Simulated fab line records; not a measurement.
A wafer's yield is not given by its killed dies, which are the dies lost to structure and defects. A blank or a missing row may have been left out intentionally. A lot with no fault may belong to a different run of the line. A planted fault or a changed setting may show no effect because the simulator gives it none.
Which tool was responsible? | flow gf180mcu | Sampling: 13 lots, 39 wafers, 4 of 602 route steps

## WHAT THE GAUGES READ, wafer by wafer
GF_HV_LDD_TW_MEAS_11. Usual: HV_LDD_TW 2390, standard deviation 18.
lot  | measured     | on            | HV_LDD_TW      | flag
L147 | day 10 08:04 | film_metro-03 | 2398 2400 2409 |
L149 | day 10 17:27 | film_metro-03 | 2398 2396 2408 |
L150 | day 11 01:23 | film_metro-04 | 2356 2374 2370 |
L151 | day 11 12:29 | film_metro-04 | 2371 2366 2373 |
L155 | day 12 16:06 | film_metro-01 | 2385 2402 2407 |
L156 | day 13 02:16 | film_metro-03 | 2392 2404 2390 |
L157 | day 13 10:11 | film_metro-03 | 2405 2398 2401 |
L163 | day 15 01:32 | film_metro-01 | 2414 2424 2423 |
L165 | day 15 21:22 | film_metro-01 | 2401 2403 2407 |
L166 | day 16 00:35 | film_metro-01 | 2400 2401 2389 |
L167 | day 16 06:22 | film_metro-01 | 2398 2399 2401 |
L168 | day 16 22:02 | film_metro-01 | 2392 2388 2390 |
L169 | day 17 03:35 | film_metro-04 | 2359 2337 2368 |

GF_NSD_TW_MEAS_12. Usual: NSD_TW 4225, standard deviation 30.
lot  | measured     | on            | NSD_TW         | flag
L147 | day 13 17:10 | film_metro-02 | 4234 4260 4249 |
L149 | day 14 04:20 | film_metro-02 | 4264 4255 4247 |
L150 | day 14 19:57 | film_metro-03 | 4220 4220 4206 |
L151 | day 14 22:59 | film_metro-01 | 4198 4209 4197 |
L155 | day 16 05:50 | film_metro-01 | 4235 4242 4231 |
L156 | day 16 22:15 | film_metro-02 | 4266 4255 4273 |
L157 | day 17 02:36 | film_metro-02 | 4273 4278 4266 |
L163 | day 19 01:41 | film_metro-01 | 4190 4226 4203 |
L165 | day 19 23:36 | film_metro-02 | 4247 4215 4232 |
L166 | day 20 02:48 | film_metro-02 | 4265 4255 4267 |
L167 | day 20 09:25 | film_metro-03 | 4200 4221 4205 |
L168 | day 21 03:23 | film_metro-01 | 4189 4203 4161 |
L169 | day 21 07:58 | film_metro-01 | 4188 4180 4202 |

## WHICH TOOL RAN EACH LOT (tool, then ch and the chambers of the sampled wafers, then the start)
lot  | GF_NSD_IMPLANT_10               | GF_NSD_STRIP_11
L147 | implanter-04 ch 0, day 13 16:57 | plasma_asher-04 ch 0,1, day 13 17:05
L149 | implanter-02 ch 0, day 14 04:06 | plasma_asher-02 ch 0,1, day 14 04:14
L150 | implanter-02 ch 0, day 14 19:42 | plasma_asher-01 ch 0, day 14 19:51
L151 | implanter-04 ch 0, day 14 22:44 | plasma_asher-04 ch 0,1, day 14 22:53
L155 | implanter-03 ch 0, day 16 05:35 | plasma_asher-01 ch 0,1, day 16 05:44
L156 | implanter-02 ch 0, day 16 22:02 | plasma_asher-01 ch 0,1, day 16 22:10
L157 | implanter-02 ch 0, day 17 02:22 | plasma_asher-01 ch 0, day 17 02:29
L163 | implanter-04 ch 0, day 19 01:26 | plasma_asher-04 ch 0,1, day 19 01:35
L165 | implanter-02 ch 0, day 19 23:21 | plasma_asher-04 ch 0,1, day 19 23:30
L166 | implanter-04 ch 0, day 20 02:33 | plasma_asher-02 ch 0,1, day 20 02:42
L167 | implanter-04 ch 0, day 20 09:12 | plasma_asher-04 ch 0,1, day 20 09:19
L168 | implanter-04 ch 0, day 21 03:08 | plasma_asher-04 ch 0,1, day 21 03:17
L169 | implanter-02 ch 0, day 21 07:43 | plasma_asher-01 ch 0,1, day 21 07:52
- GF_NSD_IMPLANT_10
- GF_NSD_STRIP_11: strips in O2/N2.

## WHAT THE TOOLS THEMSELVES READ (means of the sampled wafers that have a number; where no wafer has one, the mark that the record gives instead)
GF_NSD_IMPLANT_10. Usual: 39.999 for beam_energy_keV, sd 0.012.
lot  | tool         | beam_energy_keV | flag
L147 | implanter-04 | 39.990          |
L149 | implanter-02 | 39.997          |
L150 | implanter-02 | 39.990          |
L151 | implanter-04 | 39.997          |
L155 | implanter-03 | 39.997          |
L156 | implanter-02 | 45.292          | OFF
L157 | implanter-02 | 45.303          | OFF
L163 | implanter-04 | 39.991          |
L165 | implanter-02 | 40.007          |
L166 | implanter-04 | 39.993          |
L167 | implanter-04 | 39.992          |
L168 | implanter-04 | 39.989          |
L169 | implanter-02 | 40.019          |

GF_NSD_STRIP_11. Usual: drypump_motor_current_A 5.8 A, standard deviation 0.42; heater_power_w 320 W, standard deviation 24; oes_product_au 0.487 a.u., standard deviation 0.0041; strip_time_to_endpoint_s 22.96 s, standard deviation 0.035.
lot  | tool            | drypump_motor_current_A (A) | heater_power_w (W) | oes_product_au (a.u.) | strip_time_to_endpoint_s (s) | flag
L147 | plasma_asher-04 | 6.0                         | 337                | 0.489                 | 22.90                        |
L149 | plasma_asher-02 | 5.6                         | 313                | 0.486                 | 22.90                        |
L150 | plasma_asher-01 | 6.2                         | 327                | 0.485                 | 22.92                        |
L151 | plasma_asher-04 | 5.7                         | 316                | 0.486                 | 22.99                        |
L155 | plasma_asher-01 | 6.1                         | 317                | 0.488                 | 22.91                        |
L156 | plasma_asher-01 | 6.1                         | 314                | 0.482                 | 23.18                        | OFF
L157 | plasma_asher-01 | 6.1                         | 329                | 0.483                 | 23.16                        | OFF
L163 | plasma_asher-04 | 5.7                         | 314                | 0.492                 | 23.00                        |
L165 | plasma_asher-04 | 5.7                         | 319                | 0.487                 | 22.96                        |
L166 | plasma_asher-02 | 5.6                         | 309                | 0.486                 | 22.98                        |
L167 | plasma_asher-04 | 5.7                         | 316                | 0.486                 | 22.97                        |
L168 | plasma_asher-04 | 5.7                         | 317                | 0.488                 | 22.96                        |
L169 | plasma_asher-01 | 6.1                         | 309                | 0.487                 | 22.97                        |

## THE ANSWER, worked out from the rows above alone
Rule: lot off if the mean of its wafers having a number is beyond 3 standard deviations from the usual mean. Also off: a lot with no number at a reading for which 4 or more lots have one. The other lots that the step has rows for count as sound. Order of review: gauges by route order, followed by the tools' own readings, for which a lot's mean as printed above is used. At the first step where some lot is off, the reading lying furthest off is the one used; lots without a number count as furthest.
Off at GF_NSD_IMPLANT_10 (beam_energy_keV): L156, L157.
A tool fits if, at that step or a process step before it, it ran every lot that is off, and no sound lot after the first of them. None of those tried fits.

## WHAT THE SIMULATOR HAD PUT IN
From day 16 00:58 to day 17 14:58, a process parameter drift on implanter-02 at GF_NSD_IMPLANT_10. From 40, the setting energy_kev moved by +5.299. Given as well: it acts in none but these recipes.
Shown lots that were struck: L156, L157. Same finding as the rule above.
